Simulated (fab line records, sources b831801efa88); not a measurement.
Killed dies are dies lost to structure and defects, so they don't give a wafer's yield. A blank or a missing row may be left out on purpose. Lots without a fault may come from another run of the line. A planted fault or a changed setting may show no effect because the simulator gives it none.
Chamber matching | flow sky130 | SKY_CAP2M_CVD_00 on pecvd-01: 3 sister chambers
The step deposits SiO2, target thk 15.5 nm. 6 wafers are shown with their chamber, then 9 later ones without.

WAFERS WITH THEIR CHAMBER
wafer  | chamber | heater_power_w (W)
L076.6 | 2       | 762
L085.2 | 2       | 914
L085.6 | 1       | 726
L087.3 | 0       | 708
L087.5 | 1       | 759
L087.6 | 0       | 675

WAFERS WITHOUT THEIR CHAMBER
wafer  | heater_power_w (W)
L089.1 | 754
L089.3 | 876
L089.5 | 610
L092.2 | 753
L092.3 | 677
L092.6 | 670
L097.1 | 780
L097.3 | 701
L097.6 | 877

WHICH CHAMBER EACH WENT THROUGH
wafer  | from the rows above          | in truth
L089.1 | can't be placed: 1 or 0 or 2 | 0
L089.3 | can't be placed: 2 or 1      | 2
L089.5 | can't be placed: 0 or 1      | 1
L092.2 | can't be placed: 1 or 0 or 2 | 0
L092.3 | can't be placed: 0 or 1      | 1
L092.6 | can't be placed: 0 or 1      | 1
L097.1 | can't be placed: 1 or 2 or 0 | 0
L097.3 | can't be placed: 0 or 1 or 2 | 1
L097.6 | can't be placed: 2 or 1      | 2
Placed correctly: 0 of 9. Can't be placed from these rows: 9 (the true chamber is among the candidates in 9). Placed wrongly: 0.
How it was worked out, from the rows above alone: a wafer's distance from a chamber is the root of the sum, over the readings, of the square of ((its reading less the chamber's mean) divided by the reading's scatter). The wafer belongs to the nearest chamber; if the next one is less than 2 further off, it can't be placed. A chamber's mean is the mean of its shown wafers. The scatter: the root of (the sum of the squares of (reading less its chamber's mean) over the shown wafers, divided by (wafers less chambers)).
